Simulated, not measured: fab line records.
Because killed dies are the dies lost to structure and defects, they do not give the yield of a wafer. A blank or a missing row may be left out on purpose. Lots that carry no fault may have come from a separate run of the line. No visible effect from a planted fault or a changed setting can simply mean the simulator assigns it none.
Chamber matching | flow sky130 | SKY_FIELD_ISO_CMP_27 on cmp-02: 4 sister chambers
The step polishes, stops on Si3N4, t overpolish 16 s, target thk 457.8 nm. 4 wafers are shown with their chamber, then 12 later ones without.

WAFERS WITH THEIR CHAMBER
wafer  | chamber | motor_current_A (A)
L084.5 | 0       | 11.3
L088.6 | 1       | 11.5
L091.4 | 3       | 14.7
L091.6 | 2       | 14.1

WAFERS WITHOUT THEIR CHAMBER
wafer  | motor_current_A (A)
L092.2 | 13.3
L092.3 | 14.7
L092.6 | 15.6
L095.1 | 11.8
L095.3 | 14.9
L095.5 | 14.0
L096.1 | 14.5
L096.3 | 10.8
L096.4 | 13.0
L097.2 | 13.4
L097.4 | 15.3
L097.5 | 10.5

THE CHAMBER EACH PASSED THROUGH
wafer  | from the rows above               | in truth
L092.2 | can't be placed: 2 or 3 or 1 or 0 | 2
L092.3 | can't be placed: 3 or 2           | 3
L092.6 | can't be placed: 3 or 2           | 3
L095.1 | can't be placed: 1 or 0           | 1
L095.3 | can't be placed: 3 or 2           | 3
L095.5 | can't be placed: 2 or 3           | 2
L096.1 | can't be placed: 3 or 2           | 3
L096.3 | can't be placed: 0 or 1           | 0
L096.4 | can't be placed: 2 or 1 or 0 or 3 | 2
L097.2 | can't be placed: 2 or 3 or 1      | 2
L097.4 | can't be placed: 3 or 2           | 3
L097.5 | can't be placed: 0 or 1           | 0
Correct placement for 0 of the 12. These rows do not allow placing 12 (true chamber among the candidates in 12). Placed wrongly: 0.
How it was worked out, from the rows above alone: a wafer's distance from a chamber is the root of the sum, over the readings, of the square of ((its reading less the chamber's mean) divided by the reading's scatter). The wafer belongs to the nearest chamber; if the next one is less than 2 further off, it can't be placed. A chamber's mean is the mean of its shown wafers. The scatter: root of mean squared gap, hidden wafer to nearest shown wafer, with one shown wafer a chamber.
